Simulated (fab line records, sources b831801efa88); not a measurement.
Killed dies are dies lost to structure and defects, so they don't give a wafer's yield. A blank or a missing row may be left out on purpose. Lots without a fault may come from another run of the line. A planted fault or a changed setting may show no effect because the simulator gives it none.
fab line records | flow gf180mcu
record lots=5 wafers=15 last_day=33
route steps=602 shown VT_IMPLANT@98 MVSD@136 NWELL@137 LVPWELL@138
lots that met no fault: from a run of the same line without faults
start_h: hours from the record's first day to the start of the lot's first wafer shown | wait_h: hours since the lot's step before | " the same as in the row above | L1.1+2: a row that stands for several wafers | - no value, or no start given | * or withheld: withheld | < > ~ a bound
route shown NAME@n: a module of which the file shows steps, and the number in the route of the first | usual: mean/standard deviation of fault-free wafers | same: alike in all rows | chamber/n: place in a boat | sites: the reading at each site | _std_site: their standard deviation | _edge_site: outer sites' mean less inner sites' | radius_mm: how far each site lies from the wafer's centre | mask NAME#n: copy n | behind: the tool/chamber that last shaped the wafer | hold: why the lot was held/for how many hours/how that ended | device: the transistor (n, p or np) that didn't switch | end of line: the same wafers' tests at the end of the route | a step without rows: its recipe alone | killed: dies lost to structure and defects at the first sort, not the wafer's yield | map: a wafer's dies, x killed, . not, _ none there
set.NAME: the setting as run; set.NAME@STEP: as run at that earlier step | model.NAME: the simulator's own value behind a step, which no gauge read
lots at some steps of the route; a table a step, a row a wafer
services: from which hour (start_h, from the record's first day; less than 0 if before it) a tool's chamber was out of use, for how many hours, and why
## steps
# step GF_VT_IMPLANT_IMPLANT_08
# recipe species=BF2 energy_kev=20 dose_cm2=8.29e+12 tilt_deg=7
# columns lot.wafer tool chamber start_h wait_h
L075.1+2+5 implanter-02 0 121.45 0.0
L080.1+5+6 implanter-02 0 149.85 0.0
L082.2+3+5 implanter-03 0 158.22 0.0
L087.1+4+5 implanter-01 0 190.68 0.0
L090.3+4+6 implanter-01 0 209.63 0.1
# step GF_VT_IMPLANT_STRIP_09
# recipe chemistry=O2/N2 power_w=1400 pressure_mtorr=1500 platen_temp_c=250 o2_flow_sccm=3000 n2_flow_sccm=300 overash_fraction=0.5
# usual drypump_motor_current_A=5.7/0.54 heater_power_w=339/56 oes_product_au=0.716/0.0049 strip_time_to_endpoint_s=12.64/0.033
# columns lot.wafer tool chamber start_h wait_h drypump_motor_current_A heater_power_w oes_product_au rf_hours_counter_h strip_time_to_endpoint_s
L075.1 plasma_asher-04 0 121.60 0.1 6.5 308 0.725 48 12.62
L075.2 " 1 " " 4.9 327 0.701 48 12.67
L075.5 " 0 " " 6.5 308 0.722 - 12.67
L080.1 plasma_asher-02 1 150.00 0.1 5.5 327 0.722 3 12.67
L080.5 " 1 " " 5.5 315 0.707 - 12.60
L080.6 " 0 " " 5.6 397 0.715 - 12.64
L082.2 plasma_asher-01 0 158.35 0.1 5.7 452 0.714 39 12.66
L082.3 " 1 " " 5.7 272 0.719 - 12.64
L082.5 " 0 " " 5.7 448 0.717 - 12.69
L087.1 plasma_asher-01 1 190.83 0.1 5.7 277 0.723 43 12.64
L087.4 " 1 " " 5.7 279 0.716 - 12.63
L087.5 " 0 " " 5.7 452 0.707 - 12.63
L090.3 plasma_asher-04 1 209.76 0.1 4.9 317 0.717 - 12.63
L090.4 " 0 " " 6.4 309 0.715 - 12.60
L090.6 " 1 " " 4.9 316 0.721 - 12.60
# step GF_VT_IMPLANT_TW_MEAS_10
# usual VT_IMPLANT_TW=563/3.3
# columns lot.wafer tool chamber start_h wait_h VT_IMPLANT_TW
L075.1 film_metro-04 - 121.70 0.1 559
L075.2 " - " " 561
L075.5 " - " " 558
L080.1 film_metro-01 - 150.10 0.1 569
L080.5 " - " " 568
L080.6 " - " " 569
L082.2 film_metro-03 - 158.46 0.1 561
L082.3 " - " " 562
L082.5 " - " " 563
L087.1 film_metro-04 - 190.93 0.1 561
L087.4 " - " " 561
L087.5 " - " " 562
L090.3 film_metro-04 - 209.85 0.1 563
L090.4 " - " " 563
L090.6 " - " " 563
# step GF_VT_IMPLANT_DEHYDRATE_11
# recipe temp_c=200 time_s=60
# usual heater_power_total_W=160.39/0.13
# columns lot.wafer tool chamber start_h wait_h heater_power_total_W
L075.1 litho_track-03 0 128.51 6.8 160.25
L075.2 " 0 " " 160.32
L075.5 " 0 " " 160.37
L080.1 litho_track-02 0 157.02 6.9 160.63
L080.5 " 0 " " 160.61
L080.6 " 0 " " 160.27
L082.2 litho_track-02 0 166.04 7.6 160.36
L082.3 " 0 " " 160.41
L082.5 " 0 " " 160.56
L087.1 litho_track-01 0 198.40 7.5 160.28
L087.4 " 0 " " 160.23
L087.5 " 0 " " 160.55
L090.3 litho_track-03 0 217.66 7.8 160.29
L090.4 " 0 " " 160.44
L090.6 " 0 " " 160.39
# step GF_VT_IMPLANT_HMDS_12
# recipe prime_time_s=60 prime_temp_c=120
# usual prime_temp_c=120.02/0.15
# columns lot.wafer tool chamber start_h wait_h prime_temp_c
L075.1 litho_track-03 0 128.66 0.1 120.03
L075.2 " 0 " " 120.02
L075.5 " 0 " " 119.93
L080.1 litho_track-02 0 157.17 0.1 119.95
L080.5 " 0 " " 119.98
L080.6 " 0 " " 119.81
L082.2 litho_track-02 0 166.19 0.1 120.31
L082.3 " 0 " " 120.18
L082.5 " 0 " " 120.24
L087.1 litho_track-01 0 198.55 0.1 120.01
L087.4 " 0 " " 120.09
L087.5 " 0 " " 120.00
L090.3 litho_track-03 0 217.81 0.1 119.79
L090.4 " 0 " " 119.98
L090.6 " 0 " " 119.88
# step GF_VT_IMPLANT_COAT_13
# recipe resist=NOVOLAK spin_rpm=3000 resist_thk_nm=1000
# columns lot.wafer tool chamber start_h wait_h
L075.1+2+5 litho_track-03 0 128.81 0.1
L080.1+5+6 litho_track-02 0 157.32 0.1
L082.2+3+5 litho_track-02 0 166.34 0.1
L087.1+4+5 litho_track-01 0 198.70 0.1
L090.3+4+6 litho_track-03 0 217.96 0.1
# step GF_VT_IMPLANT_SOFTBAKE_14
# recipe temp_c=90 time_s=60 resist=NOVOLAK
# usual heater_power_total_W=56.59/0.05
# columns lot.wafer tool chamber start_h wait_h heater_power_total_W
L075.1 litho_track-03 0 128.96 0.1 56.57
L075.2 " 0 " " 56.60
L075.5 " 0 " " 56.60
L080.1 litho_track-02 0 157.47 0.1 56.63
L080.5 " 0 " " 56.69
L080.6 " 0 " " 56.65
L082.2 litho_track-02 0 166.49 0.1 56.61
L082.3 " 0 " " 56.61
L082.5 " 0 " " 56.61
L087.1 litho_track-01 0 198.85 0.1 56.68
L087.4 " 0 " " 56.59
L087.5 " 0 " " 56.59
L090.3 litho_track-03 0 218.11 0.1 56.61
L090.4 " 0 " " 56.52
L090.6 " 0 " " 56.63
# step GF_VT_IMPLANT_EXPOSE_15
# recipe mask_id=Nwell_LV_AREA target_cd_nm=860 na=0.6 source_shape=conventional sigma_outer=0.6 dose_mj=140
# same na=0.6
# columns lot.wafer tool chamber start_h wait_h mask
L075.1+2+5 iline_stepper-01 0 - - Nwell_LV_AREA#0
L080.1+5+6 iline_stepper-01 0 - - Nwell_LV_AREA#0
L082.2+3+5 iline_stepper-02 0 - - Nwell_LV_AREA#0
L087.1+4+5 iline_stepper-01 0 - - Nwell_LV_AREA#0
L090.3+4+6 iline_stepper-01 0 - - Nwell_LV_AREA#0
# step GF_VT_IMPLANT_PEB_16
# recipe temp_c=withheld time_s=* resist=NOVOLAK
# columns lot.wafer tool chamber start_h wait_h
L075.1+2+5 litho_track-03 0 - -
L080.1+5+6 litho_track-01 0 - -
L082.2+3+5 litho_track-03 0 - -
L087.1+4+5 litho_track-03 0 - -
L090.3+4+6 litho_track-02 0 - -
# step GF_VT_IMPLANT_DEVELOP_17
# recipe develop_time_s=60 dev_temp_c=23
# same develop_time_s=60
# columns lot.wafer tool chamber start_h wait_h
L075.1+2+5 litho_track-03 0 136.36 0.1
L080.1+5+6 litho_track-01 0 164.90 0.1
L082.2+3+5 litho_track-03 0 174.44 0.1
L087.1+4+5 litho_track-03 0 207.76 0.1
L090.3+4+6 litho_track-02 0 226.92 0.1
# step GF_VT_IMPLANT_OVL_MEAS_18
# usual VT_IMPLANT_01_OVL=0.0/1.5
# columns lot.wafer tool chamber start_h wait_h VT_IMPLANT_01_OVL[nm]
L075.1 overlay-02 - 136.51 0.1 2.0
L075.2 " - " " 0.5
L075.5 " - " " 2.3
L080.1 overlay-02 - 165.05 0.1 1.1
L080.5 " - " " 0.6
L080.6 " - " " 0.4
L082.2 overlay-01 - 174.57 0.1 -0.2
L082.3 " - " " 0.8
L082.5 " - " " -1.1
L087.1 overlay-02 - 207.91 0.1 1.3
L087.4 " - " " 0.6
L087.5 " - " " -0.5
L090.3 overlay-02 - 227.03 0.1 0.2
L090.4 " - " " 0.2
L090.6 " - " " 0.4
# step GF_VT_IMPLANT_IMPLANT_19
# recipe species=As energy_kev=100 dose_cm2=4.35e+12 tilt_deg=7
# columns lot.wafer tool chamber start_h wait_h
L075.1+2+5 implanter-03 0 136.55 0.0
L080.1+5+6 implanter-02 0 165.08 0.0
L082.2+3+5 implanter-02 0 174.62 0.0
L087.1+4+5 implanter-02 0 207.95 0.0
L090.3+4+6 implanter-02 0 227.10 0.1
# step GF_VT_IMPLANT_STRIP_20
# recipe chemistry=O2/N2 power_w=1400 pressure_mtorr=1500 platen_temp_c=250 o2_flow_sccm=3000 n2_flow_sccm=300 overash_fraction=0.5
# usual drypump_motor_current_A=5.6/0.4 heater_power_w=349/58 oes_product_au=0.716/0.0043 strip_time_to_endpoint_s=12.64/0.039
# columns lot.wafer tool chamber start_h wait_h drypump_motor_current_A heater_power_w oes_product_au rf_hours_counter_h strip_time_to_endpoint_s
L075.1 plasma_asher-02 0 136.70 0.1 5.5 406 0.721 2 12.63
L075.2 " 1 " " 5.5 328 0.715 2 12.65
L075.5 " 0 " " 5.5 414 0.715 - 12.65
L080.1 plasma_asher-02 0 165.23 0.1 5.6 390 0.723 5 12.62
L080.5 " 0 " " 5.5 401 0.721 - 12.64
L080.6 " 1 " " 5.5 327 0.719 - 12.63
L082.2 plasma_asher-02 1 174.75 0.1 5.5 328 0.717 6 12.66
L082.3 " 1 " " 5.5 327 0.711 - 12.72
L082.5 " 1 " " 5.5 326 0.709 - 12.69
L087.1 plasma_asher-01 1 208.10 0.1 5.7 280 0.724 44 12.65
L087.4 " 0 " " 5.7 446 0.710 - 12.62
L087.5 " 0 " " 5.7 442 0.720 - 12.72
L090.3 plasma_asher-01 0 227.23 0.1 5.7 442 0.715 - 12.64
L090.4 " 1 " " 5.7 268 0.712 - 12.60
L090.6 " 1 " " 5.7 274 0.712 - 12.63
# step GF_VT_IMPLANT_TW_MEAS_21
# usual VT_IMPLANT_2_TW=1214/6.5
# columns lot.wafer tool chamber start_h wait_h VT_IMPLANT_2_TW
L075.1 film_metro-04 - 136.80 0.1 1199
L075.2 " - " " 1194
L075.5 " - " " 1206
L080.1 film_metro-03 - 165.33 0.1 1213
L080.5 " - " " 1213
L080.6 " - " " 1211
L082.2 film_metro-01 - 174.86 0.1 1212
L082.3 " - " " 1225
L082.5 " - " " 1218
L087.1 film_metro-01 - 208.20 0.1 1215
L087.4 " - " " 1218
L087.5 " - " " 1216
L090.3 film_metro-04 - 227.32 0.1 1212
L090.4 " - " " 1217
L090.6 " - " " 1218
# step GF_VT_IMPLANT_DEHYDRATE_22
# recipe temp_c=200 time_s=60
# usual heater_power_total_W=160.37/0.13
# columns lot.wafer tool chamber start_h wait_h heater_power_total_W
L075.1 litho_track-01 0 143.05 6.2 160.48
L075.2 " 0 " " 160.40
L075.5 " 0 " " 160.23
L080.1 litho_track-03 0 172.76 7.4 160.16
L080.5 " 0 " " 160.26
L080.6 " 0 " " 160.49
L082.2 litho_track-03 0 182.54 7.7 160.49
L082.3 " 0 " " 160.31
L082.5 " 0 " " 160.54
L087.1 litho_track-03 0 215.51 7.3 160.48
L087.4 " 0 " " 160.51
L087.5 " 0 " " 160.37
L090.3 litho_track-01 0 235.44 8.1 160.25
L090.4 " 0 " " 160.24
L090.6 " 0 " " 160.29
# step GF_VT_IMPLANT_HMDS_23
# recipe prime_time_s=60 prime_temp_c=120
# usual prime_temp_c=120.01/0.16
# columns lot.wafer tool chamber start_h wait_h prime_temp_c
L075.1 litho_track-01 0 143.20 0.1 119.84
L075.2 " 0 " " 119.90
L075.5 " 0 " " 119.96
L080.1 litho_track-03 0 172.91 0.1 120.16
L080.5 " 0 " " 120.18
L080.6 " 0 " " 120.13
L082.2 litho_track-03 0 182.69 0.1 119.94
L082.3 " 0 " " 119.85
L082.5 " 0 " " 119.86
L087.1 litho_track-03 0 215.66 0.1 120.10
L087.4 " 0 " " 120.26
L087.5 " 0 " " 119.97
L090.3 litho_track-01 0 235.59 0.1 120.10
L090.4 " 0 " " 120.10
L090.6 " 0 " " 120.10
# step GF_VT_IMPLANT_COAT_24
# recipe resist=NOVOLAK spin_rpm=3000 resist_thk_nm=1000
# columns lot.wafer tool chamber start_h wait_h
L075.1+2+5 litho_track-01 0 143.35 0.1
L080.1+5+6 litho_track-03 0 173.06 0.1
L082.2+3+5 litho_track-03 0 182.84 0.1
L087.1+4+5 litho_track-03 0 215.81 0.1
L090.3+4+6 litho_track-01 0 235.74 0.1
# step GF_VT_IMPLANT_SOFTBAKE_25
# recipe temp_c=90 time_s=60 resist=NOVOLAK
# usual heater_power_total_W=56.59/0.044
# columns lot.wafer tool chamber start_h wait_h heater_power_total_W
L075.1 litho_track-01 0 143.50 0.1 56.55
L075.2 " 0 " " 56.57
L075.5 " 0 " " 56.60
L080.1 litho_track-03 0 173.21 0.1 56.64
L080.5 " 0 " " 56.60
L080.6 " 0 " " 56.64
L082.2 litho_track-03 0 182.99 0.1 56.56
L082.3 " 0 " " 56.62
L082.5 " 0 " " 56.59
L087.1 litho_track-03 0 215.96 0.1 56.62
L087.4 " 0 " " 56.50
L087.5 " 0 " " 56.68
L090.3 litho_track-01 0 235.89 0.1 56.66
L090.4 " 0 " " 56.59
L090.6 " 0 " " 56.61
# step GF_VT_IMPLANT_EXPOSE_26
# recipe mask_id=LVPWELL_HV_AREA target_cd_nm=860 na=0.6 source_shape=conventional sigma_outer=0.6 dose_mj=140
# same na=0.6
# columns lot.wafer tool chamber start_h wait_h mask
L075.1+2+5 iline_stepper-01 0 - - LVPWELL_HV_AREA#0
L080.1+5+6 iline_stepper-02 0 - - LVPWELL_HV_AREA#0
L082.2+3+5 iline_stepper-02 0 - - LVPWELL_HV_AREA#0
L087.1+4+5 iline_stepper-01 0 - - LVPWELL_HV_AREA#0
L090.3+4+6 iline_stepper-01 0 - - LVPWELL_HV_AREA#0
# step GF_VT_IMPLANT_PEB_27
# recipe temp_c=withheld time_s=* resist=NOVOLAK
# columns lot.wafer tool chamber start_h wait_h
L075.1+2+5 litho_track-03 0 - -
L080.1+5+6 litho_track-01 0 - -
L082.2+3+5 litho_track-01 0 - -
L087.1+4+5 litho_track-02 0 - -
L090.3+4+6 litho_track-02 0 - -
# step GF_VT_IMPLANT_DEVELOP_28
# recipe develop_time_s=60 dev_temp_c=23
# same develop_time_s=60
# columns lot.wafer tool chamber start_h wait_h
L075.1+2+5 litho_track-03 0 152.21 0.1
L080.1+5+6 litho_track-01 0 181.25 0.1
L082.2+3+5 litho_track-01 0 190.82 0.1
L087.1+4+5 litho_track-02 0 225.27 0.1
L090.3+4+6 litho_track-02 0 245.41 0.1
# step GF_VT_IMPLANT_OVL_MEAS_29
# usual VT_IMPLANT_02_OVL=-0.2/1.4
# columns lot.wafer tool chamber start_h wait_h VT_IMPLANT_02_OVL[nm]
L075.1 overlay-02 - 152.37 0.1 0.8
L075.2 " - " " 0.8
L075.5 " - " " 1.9
L080.1 overlay-01 - 181.40 0.1 -0.7
L080.5 " - " " 0.2
L080.6 " - " " -2.6
L082.2 overlay-01 - 190.97 0.1 -2.9
L082.3 " - " " -0.5
L082.5 " - " " -1.9
L087.1 overlay-02 - 225.42 0.1 0.0
L087.4 " - " " -0.6
L087.5 " - " " -0.8
L090.3 overlay-02 - 245.53 0.1 0.8
L090.4 " - " " 0.6
L090.6 " - " " -1.6
# step GF_VT_IMPLANT_IMPLANT_30
# recipe species=B energy_kev=25 dose_cm2=2.534e+12 tilt_deg=7
# columns lot.wafer tool chamber start_h wait_h
L075.1+2+5 implanter-02 0 152.41 0.0
L080.1+5+6 implanter-03 0 181.43 0.0
L082.2+3+5 implanter-02 0 191.03 0.0
L087.1+4+5 implanter-01 0 225.45 0.0
L090.3+4+6 implanter-03 0 245.60 0.1
# step GF_VT_IMPLANT_STRIP_31
# recipe chemistry=O2/N2 power_w=1400 pressure_mtorr=1500 platen_temp_c=250 o2_flow_sccm=3000 n2_flow_sccm=300 overash_fraction=0.5
# usual drypump_motor_current_A=5.7/0.51 heater_power_w=341/57 oes_product_au=0.716/0.0051 strip_time_to_endpoint_s=12.63/0.037
# columns lot.wafer tool chamber start_h wait_h drypump_motor_current_A heater_power_w oes_product_au rf_hours_counter_h strip_time_to_endpoint_s
L075.1 plasma_asher-02 0 152.56 0.1 5.5 409 0.722 3 12.65
L075.2 " 1 " " 5.5 319 0.707 3 12.66
L075.5 " 0 " " 5.5 407 0.719 - 12.66
L080.1 plasma_asher-01 1 181.58 0.1 5.7 270 0.710 42 12.62
L080.5 " 1 " " 5.7 278 0.714 - 12.59
L080.6 " 0 " " 5.7 442 0.723 - 12.61
L082.2 plasma_asher-02 0 191.15 0.1 5.6 408 0.716 7 12.65
L082.3 " 1 " " 5.5 325 0.712 - 12.64
L082.5 " 1 " " 5.5 319 0.707 - 12.64
L087.1 plasma_asher-04 0 225.60 0.1 6.5 309 0.707 58 12.61
L087.4 " 1 " " 4.9 314 0.714 - 12.64
L087.5 " 0 " " 6.5 306 0.712 - 12.64
L090.3 plasma_asher-01 0 245.73 0.1 5.7 441 0.703 - 12.71
L090.4 " 1 " " 5.7 278 0.720 - 12.72
L090.6 " 1 " " 5.7 275 0.714 - 12.69
# step GF_VT_IMPLANT_TW_MEAS_32
# usual VT_IMPLANT_3_TW=269.0/1.3
# columns lot.wafer tool chamber start_h wait_h VT_IMPLANT_3_TW
L075.1 film_metro-01 - 152.66 0.1 270.8
L075.2 " - " " 270.0
L075.5 " - " " 271.0
L080.1 film_metro-03 - 181.68 0.1 270.0
L080.5 " - " " 268.2
L080.6 " - " " 269.0
L082.2 film_metro-01 - 191.26 0.1 269.9
L082.3 " - " " 268.5
L082.5 " - " " 268.4
L087.1 film_metro-04 - 225.70 0.1 268.5
L087.4 " - " " 266.5
L087.5 " - " " 268.8
L090.3 film_metro-03 - 245.82 0.1 270.0
L090.4 " - " " 270.5
L090.6 " - " " 271.5
# step GF_VT_IMPLANT_DEHYDRATE_33
# recipe temp_c=200 time_s=60
# usual heater_power_total_W=160.37/0.13
# columns lot.wafer tool chamber start_h wait_h heater_power_total_W
L075.1 litho_track-01 0 159.25 6.6 160.42
L075.2 " 0 " " 160.39
L075.5 " 0 " " 160.22
L080.1 litho_track-01 0 189.45 7.8 160.24
L080.5 " 0 " " 160.34
L080.6 " 0 " " 160.43
L082.2 litho_track-01 0 199.02 7.7 160.37
L082.3 " 0 " " 160.42
L082.5 " 0 " " 160.48
L087.1 litho_track-03 0 233.36 7.6 160.44
L087.4 " 0 " " 160.27
L087.5 " 0 " " 160.44
L090.3 litho_track-01 0 254.54 8.7 160.31
L090.4 " 0 " " 160.55
L090.6 " 0 " " 160.41
# step GF_VT_IMPLANT_HMDS_34
# recipe prime_time_s=60 prime_temp_c=120
# usual prime_temp_c=120.00/0.11
# columns lot.wafer tool chamber start_h wait_h prime_temp_c
L075.1 litho_track-01 0 159.40 0.1 119.88
L075.2 " 0 " " 119.94
L075.5 " 0 " " 119.94
L080.1 litho_track-01 0 189.60 0.1 119.89
L080.5 " 0 " " 119.75
L080.6 " 0 " " 120.07
L082.2 litho_track-01 0 199.17 0.1 119.93
L082.3 " 0 " " 119.93
L082.5 " 0 " " 120.00
L087.1 litho_track-03 0 233.51 0.1 119.99
L087.4 " 0 " " 120.07
L087.5 " 0 " " 120.06
L090.3 litho_track-01 0 254.69 0.1 120.10
L090.4 " 0 " " 119.97
L090.6 " 0 " " 120.04
# step GF_VT_IMPLANT_COAT_35
# recipe resist=NOVOLAK spin_rpm=3000 resist_thk_nm=1000
# columns lot.wafer tool chamber start_h wait_h
L075.1+2+5 litho_track-01 0 159.55 0.1
L080.1+5+6 litho_track-01 0 189.75 0.1
L082.2+3+5 litho_track-01 0 199.32 0.1
L087.1+4+5 litho_track-03 0 233.66 0.1
L090.3+4+6 litho_track-01 0 254.84 0.1
# step GF_VT_IMPLANT_SOFTBAKE_36
# recipe temp_c=90 time_s=60 resist=NOVOLAK
# usual heater_power_total_W=56.60/0.051
# columns lot.wafer tool chamber start_h wait_h heater_power_total_W
L075.1 litho_track-01 0 159.70 0.1 56.59
L075.2 " 0 " " 56.58
L075.5 " 0 " " 56.54
L080.1 litho_track-01 0 189.90 0.1 56.60
L080.5 " 0 " " 56.58
L080.6 " 0 " " 56.59
L082.2 litho_track-01 0 199.47 0.1 56.55
L082.3 " 0 " " 56.56
L082.5 " 0 " " 56.64
L087.1 litho_track-03 0 233.81 0.1 56.51
L087.4 " 0 " " 56.60
L087.5 " 0 " " 56.59
L090.3 litho_track-01 0 254.99 0.1 56.57
L090.4 " 0 " " 56.59
L090.6 " 0 " " 56.65
# step GF_VT_IMPLANT_EXPOSE_37
# recipe mask_id=Nwell_HV_AREA target_cd_nm=860 na=0.6 source_shape=conventional sigma_outer=0.6 dose_mj=140
# same na=0.6
# columns lot.wafer tool chamber start_h wait_h mask
L075.1+2+5 iline_stepper-02 0 - - Nwell_HV_AREA#0
L080.1+5+6 iline_stepper-01 0 - - Nwell_HV_AREA#0
L082.2+3+5 iline_stepper-01 0 - - Nwell_HV_AREA#0
L087.1+4+5 iline_stepper-02 0 - - Nwell_HV_AREA#0
L090.3+4+6 iline_stepper-01 0 - - Nwell_HV_AREA#0
# step GF_VT_IMPLANT_PEB_38
# recipe temp_c=withheld time_s=* resist=NOVOLAK
# columns lot.wafer tool chamber start_h wait_h
L075.1+2+5 litho_track-01 0 - -
L080.1+5+6 litho_track-03 0 - -
L082.2+3+5 litho_track-01 0 - -
L087.1+4+5 litho_track-03 0 - -
L090.3+4+6 litho_track-03 0 - -
# step GF_VT_IMPLANT_DEVELOP_39
# recipe develop_time_s=60 dev_temp_c=23
# same develop_time_s=60
# columns lot.wafer tool chamber start_h wait_h
L075.1+2+5 litho_track-01 0 167.85 0.1
L080.1+5+6 litho_track-03 0 197.66 0.1
L082.2+3+5 litho_track-01 0 208.17 0.1
L087.1+4+5 litho_track-03 0 242.86 0.1
L090.3+4+6 litho_track-03 0 264.66 0.1
# step GF_VT_IMPLANT_OVL_MEAS_40
# usual VT_IMPLANT_03_OVL=0.9/1.4
# columns lot.wafer tool chamber start_h wait_h VT_IMPLANT_03_OVL[nm]
L075.1 overlay-02 - 168.00 0.1 -0.5
L075.2 " - " " -1.4
L075.5 " - " " -0.8
L080.1 overlay-02 - 197.81 0.1 1.0
L080.5 " - " " -0.1
L080.6 " - " " 2.1
L082.2 overlay-02 - 208.30 0.1 0.4
L082.3 " - " " 1.8
L082.5 " - " " 0.2
L087.1 overlay-02 - 243.01 0.1 2.2
L087.4 " - " " 2.0
L087.5 " - " " 2.9
L090.3 overlay-01 - 264.77 0.1 0.7
L090.4 " - " " 0.7
L090.6 " - " " 0.1
# step GF_VT_IMPLANT_IMPLANT_41
# recipe species=As energy_kev=70 dose_cm2=1.013e+12 tilt_deg=7
# columns lot.wafer tool chamber start_h wait_h
L075.1+2+5 implanter-03 0 168.03 0.0
L080.1+5+6 implanter-02 0 197.85 0.0
L082.2+3+5 implanter-02 0 208.36 0.0
L087.1+4+5 implanter-02 0 243.05 0.0
L090.3+4+6 implanter-02 0 264.85 0.1
# step GF_VT_IMPLANT_STRIP_42
# recipe chemistry=O2/N2 power_w=1400 pressure_mtorr=1500 platen_temp_c=250 o2_flow_sccm=3000 n2_flow_sccm=300 overash_fraction=0.5
# usual drypump_motor_current_A=5.6/0.37 heater_power_w=352/54 oes_product_au=0.717/0.0045 strip_time_to_endpoint_s=12.63/0.036
# columns lot.wafer tool chamber start_h wait_h drypump_motor_current_A heater_power_w oes_product_au rf_hours_counter_h strip_time_to_endpoint_s
L075.1 plasma_asher-04 0 168.18 0.1 6.5 298 0.712 52 12.64
L075.2 " 1 " " 4.9 323 0.724 52 12.64
L075.5 " 1 " " 4.9 316 0.711 - 12.61
L080.1 plasma_asher-02 0 198.00 0.1 5.6 408 0.717 8 12.66
L080.5 " 1 " " 5.5 324 0.711 - 12.67
L080.6 " 0 " " 5.6 399 0.723 - 12.68
L082.2 plasma_asher-02 0 208.48 0.1 5.5 390 0.720 8 12.71
L082.3 " 0 " " 5.5 401 0.718 - 12.68
L082.5 " 0 " " 5.5 399 0.717 - 12.68
L087.1 plasma_asher-02 0 243.20 0.1 5.5 397 0.716 12 12.63
L087.4 " 1 " " 5.5 330 0.713 - 12.62
L087.5 " 1 " " 5.5 323 0.714 - 12.63
L090.3 plasma_asher-02 0 264.98 0.1 5.5 406 0.720 - 12.62
L090.4 " 1 " " 5.5 326 0.717 - 12.65
L090.6 " 0 " " 5.5 399 0.714 - 12.62
# step GF_VT_IMPLANT_TW_MEAS_43
# usual VT_IMPLANT_4_TW=690/3.3
# columns lot.wafer tool chamber start_h wait_h VT_IMPLANT_4_TW
L075.1 film_metro-04 - 168.28 0.1 691
L075.2 " - " " 689
L075.5 " - " " 690
L080.1 film_metro-04 - 198.10 0.1 689
L080.5 " - " " 686
L080.6 " - " " 687
L082.2 film_metro-01 - 208.59 0.1 692
L082.3 " - " " 693
L082.5 " - " " 693
L087.1 film_metro-03 - 243.30 0.1 688
L087.4 " - " " 697
L087.5 " - " " 696
L090.3 film_metro-01 - 265.07 0.1 696
L090.4 " - " " 694
L090.6 " - " " 694
# step GF_VT_IMPLANT_CLEAN_44
# recipe chemistry=SC1/SC2 mix=1:4:20 temp_c=70 time_s=150 dry=n2_spin
# columns lot.wafer tool chamber start_h wait_h
L075.1+2+5 wet_bench-04 0 168.34 0.1
L080.1+5+6 wet_bench-04 2 198.16 0.1
L082.2+3+5 wet_bench-04 1 208.64 0.0
L087.1+4+5 wet_bench-04 1 243.36 0.1
L090.3+4+6 wet_bench-01 3 265.11 0.0
# step GF_VT_IMPLANT_RTA_45
# recipe temp_c=1050 time_s=30 ambient=N2
# usual lamp_power_pct=40.2/2.9 wafer_temp_C_max=1054.5/2.2
# columns lot.wafer tool chamber start_h wait_h lamp_power_pct wafer_temp_C_max
L075.1 rtp_anneal-02 0 168.40 0.0 37.8 1052.8
L075.2 " 0 " " 37.8 1052.9
L075.5 " 0 " " 37.8 1053.2
L080.1 rtp_anneal-02 0 198.21 0.0 37.8 1053.4
L080.5 " 0 " " 37.8 1053.3
L080.6 " 0 " " 37.9 1052.6
L082.2 rtp_anneal-02 0 208.71 0.0 37.8 1053.5
L082.3 " 0 " " 37.8 1054.0
L082.5 " 0 " " 37.9 1053.3
L087.1 rtp_anneal-01 0 243.46 0.0 43.7 1056.9
L087.4 " 0 " " 43.7 1054.9
L087.5 " 0 " " 43.6 1058.0
L090.3 rtp_anneal-02 0 265.19 0.0 37.8 1052.3
L090.4 " 0 " " 37.8 1052.9
L090.6 " 0 " " 37.9 1053.2
# step GF_VT_IMPLANT_RS_MEAS_46
# recipe thk_meas_gauge=four-point-probe
# usual MVSD_RS=456.9/1
# columns lot.wafer tool chamber start_h wait_h MVSD_RS[ohm/sq]
L075.1 film_metro-02 - 168.60 0.2 457.9
L075.2 " - " " 457.9
L075.5 " - " " 458.9
L080.1 film_metro-03 - 198.31 0.1 456.2
L080.5 " - " " 456.7
L080.6 " - " " 456.5
L082.2 film_metro-02 - 208.81 0.1 456.0
L082.3 " - " " 456.4
L082.5 " - " " 456.4
L087.1 film_metro-01 - 243.56 0.1 455.5
L087.4 " - " " 456.7
L087.5 " - " " 456.0
L090.3 film_metro-01 - 265.30 0.1 457.2
L090.4 " - " " 459.6
L090.6 " - " " 457.7
# step GF_VT_IMPLANT_RS_MEAS_47
# recipe thk_meas_gauge=four-point-probe
# usual NWELL_RS=488.3/1.5
# columns lot.wafer tool chamber start_h wait_h NWELL_RS[ohm/sq]
L075.1 film_metro-02 - 168.72 0.1 488.4
L075.2 " - " " 488.5
L075.5 " - " " 488.6
L080.1 film_metro-03 - 198.43 0.1 486.6
L080.5 " - " " 487.6
L080.6 " - " " 486.5
L082.2 film_metro-02 - 208.93 0.1 487.1
L082.3 " - " " 487.4
L082.5 " - " " 488.1
L087.1 film_metro-01 - 243.68 0.1 488.5
L087.4 " - " " 488.2
L087.5 " - " " 488.2
L090.3 film_metro-01 - 265.42 0.1 485.8
L090.4 " - " " 486.5
L090.6 " - " " 485.3
# step GF_VT_IMPLANT_RS_MEAS_48
# recipe thk_meas_gauge=four-point-probe
# usual LVPWELL_RS=1197.9/2.9
# columns lot.wafer tool chamber start_h wait_h LVPWELL_RS[ohm/sq]
L075.1 film_metro-02 - 168.84 0.1 1197.3
L075.2 " - " " 1197.4
L075.5 " - " " 1195.0
L080.1 film_metro-03 - 198.55 0.1 1201.8
L080.5 " - " " 1199.0
L080.6 " - " " 1201.3
L082.2 film_metro-02 - 209.05 0.1 1199.2
L082.3 " - " " 1198.8
L082.5 " - " " 1195.9
L087.1 film_metro-01 - 243.80 0.1 1200.9
L087.4 " - " " 1199.8
L087.5 " - " " 1197.7
L090.3 film_metro-01 - 265.54 0.1 1195.2
L090.4 " - " " 1191.9
L090.6 " - " " 1196.3
## services
# columns tool chamber start_h hours kind
iline_stepper-01 - 105.08 8.9 pm
implanter-02 - 108.55 3.6 repair
plasma_asher-02 - 108.75 9.0 pm
plasma_asher-02 0 108.75 9.0 vent_cycle
plasma_asher-02 1 108.75 9.0 vent_cycle
iline_stepper-02 - 114.36 1.7 pm
plasma_asher-02 0 117.75 - clean
plasma_asher-02 1 117.75 - clean
plasma_asher-02 - 118.11 1.0 repair
plasma_asher-02 - 127.68 4.3 pm
litho_track-01 - 129.75 - consumable_replace:filter
plasma_asher-02 - 186.24 2.8 repair
plasma_asher-02 - 193.88 1.9 repair
iline_stepper-02 - 198.38 8.9 pm
plasma_asher-01 - 204.84 0.4 repair
plasma_asher-02 - 205.76 2.7 repair
implanter-03 - 206.26 3.6 pm
## key
fault none
